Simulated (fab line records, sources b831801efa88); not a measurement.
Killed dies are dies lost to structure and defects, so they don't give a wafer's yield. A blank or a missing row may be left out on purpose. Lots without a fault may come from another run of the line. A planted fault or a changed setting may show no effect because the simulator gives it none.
Which tool did it? | flow sky130 | 6 lots, 18 wafers sampled, at 2 steps of a route of 708

WHAT THE GAUGES READ, wafer by wafer
SKY_FIELD_ISO_THK_MEAS_02.
lot  | measured    | on            | FIELD_ISO_OXIDATION_00_THK (nm)
L704 | day 1 22:59 | film_metro-01 | 11.8 12.0 11.9
L706 | day 2 09:32 | film_metro-02 | 12.0 12.3 12.0
L709 | day 2 23:35 | film_metro-01 | 12.2 12.2 12.2
L712 | day 3 13:38 | film_metro-02 | 10.3 10.3 10.5
L717 | day 4 14:38 | film_metro-02 | 12.1 12.5 12.4
L725 | day 6 07:52 | film_metro-01 | 12.5 12.5 12.4

WHICH TOOL RAN EACH LOT (tool, then ch and the chambers of the sampled wafers, then the start)
lot  | SKY_FIELD_ISO_OXIDATION_01
L704 | furnace-01 ch 0, day 1 21:28
L706 | furnace-02 ch 0, day 2 08:01
L709 | furnace-02 ch 0, day 2 22:04
L712 | furnace-01 ch 0, day 3 12:07
L717 | furnace-02 ch 0, day 4 13:07
L725 | furnace-02 ch 0, day 6 06:22
- SKY_FIELD_ISO_OXIDATION_01: stabilise 600 s, purge 300 s, target thk 12 nm.

THE ANSWER, worked out from the rows above alone
Rule: what is usual is taken from the lots themselves. Put in order of their means at a reading, lots are off if they are a third of the lots or fewer, leave a main group of 4 or more, and stand apart from it by a gap of 3 or more times the standard deviation of the main group's means; of several such gaps the widest counts. A main group whose means are all the same, to the digits that the tables above print for the reading, isn't used. A lot without any number at a reading at which 4 lots or more have one is off too. The other lots that the step has rows for count as sound.
Off: L712, at SKY_FIELD_ISO_THK_MEAS_02 (FIELD_ISO_OXIDATION_00_THK). The main group: mean 12.2 nm, standard deviation 0.19.
A tool fits if, at a process step before that reading, it ran every lot that is off, and no sound lot after the first of them. The gauges at SKY_FIELD_ISO_THK_MEAS_02 are tried like those tools. One fits: furnace-01 at SKY_FIELD_ISO_OXIDATION_01. Its last sound lot is L704 (day 1 21:28), its first lot that is off L712 (day 3 12:07): a fault that began between those two fits.

WHAT THE SIMULATOR HAD PUT IN
Process parameter drift: furnace-01, from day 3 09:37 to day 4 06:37, at SKY_FIELD_ISO_OXIDATION_01. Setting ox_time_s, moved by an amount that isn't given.
Lots struck among those shown: L712. The rule above found the same.
